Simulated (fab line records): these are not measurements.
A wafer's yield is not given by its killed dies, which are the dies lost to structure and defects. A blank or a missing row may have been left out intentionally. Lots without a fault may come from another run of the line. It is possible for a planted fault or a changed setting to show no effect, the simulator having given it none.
Chamber matching / flow sky130 / cmp-02 running SKY_CONTACT_CMP_04: 4 sister chambers
The step polishes SiO2. 14 wafers are shown with their chamber, then 7 later ones without.

WAFERS, EACH WITH ITS CHAMBER
wafer=L559.2; chamber=3; motorCurrentA (A)=13.4; timeToEndpointS (s)=76
wafer=L559.5; chamber=3; motorCurrentA (A)=13.1; timeToEndpointS (s)=75
wafer=L559.6; chamber=2; motorCurrentA (A)=14.1; timeToEndpointS (s)=79
wafer=L560.1; chamber=1; motorCurrentA (A)=11.4; timeToEndpointS (s)=80
wafer=L560.3; chamber=0; motorCurrentA (A)=10.8; timeToEndpointS (s)=85
wafer=L560.4; chamber=3; motorCurrentA (A)=12.9; timeToEndpointS (s)=86
wafer=L565.2; chamber=3; motorCurrentA (A)=12.8; timeToEndpointS (s)=83
wafer=L565.5; chamber=1; motorCurrentA (A)=11.7; timeToEndpointS (s)=75
wafer=L565.6; chamber=0; motorCurrentA (A)=10.5; timeToEndpointS (s)=83
wafer=L567.1; chamber=3; motorCurrentA (A)=12.5; timeToEndpointS (s)=78
wafer=L567.2; chamber=0; motorCurrentA (A)=10.7; timeToEndpointS (s)=68
wafer=L567.4; chamber=2; motorCurrentA (A)=14.2; timeToEndpointS (s)=78
wafer=L580.2; chamber=3; motorCurrentA (A)=13.0; timeToEndpointS (s)=84
wafer=L580.4; chamber=2; motorCurrentA (A)=13.2; timeToEndpointS (s)=89

SIGNATURES, as means of the wafers listed above
reading=motorCurrentA; chamber 0=10.667; chamber 1=11.550; chamber 2=13.833; chamber 3=12.950; scatter within a chamber=0.34
reading=timeToEndpointS; chamber 0=78.67; chamber 1=77.50; chamber 2=82.00; chamber 3=80.33; scatter within a chamber=6.04
Rule: for each reading, subtract the chamber's mean from the wafer's reading, divide by that reading's scatter and square the result; add these up over the readings and take the root, which gives the wafer's distance from the chamber. The wafer belongs to the nearest chamber; if the next one is less than 2 further off, it can't be placed. How the scatter is found: for the shown wafers, subtract from each reading the mean of its chamber, square and add these, divide the total by (wafers less chambers), then take the root.

WAFERS WITH NO CHAMBER GIVEN
wafer=L580.6; motorCurrentA (A)=11.0; timeToEndpointS (s)=89
wafer=L581.1; motorCurrentA (A)=11.3; timeToEndpointS (s)=87
wafer=L581.3; motorCurrentA (A)=12.8; timeToEndpointS (s)=85
wafer=L581.4; motorCurrentA (A)=11.3; timeToEndpointS (s)=82
wafer=L582.1; motorCurrentA (A)=10.7; timeToEndpointS (s)=84
wafer=L582.3; motorCurrentA (A)=14.1; timeToEndpointS (s)=87
wafer=L582.5; motorCurrentA (A)=10.4; timeToEndpointS (s)=84

THE CHAMBER EACH PASSED THROUGH
wafer=L580.6; from the rows above=can't be placed: 0 or 1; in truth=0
wafer=L581.1; from the rows above=can't be placed: 1 or 0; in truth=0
wafer=L581.3; from the rows above=3; in truth=3
wafer=L581.4; from the rows above=can't be placed: 1 or 0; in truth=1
wafer=L582.1; from the rows above=can't be placed: 0 or 1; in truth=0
wafer=L582.3; from the rows above=2; in truth=2
wafer=L582.5; from the rows above=0; in truth=0
Correct placement for 3 of the 7. Cannot be placed on the basis of these rows: 4; the candidates contain the true chamber in 4. Placed wrongly: 0.
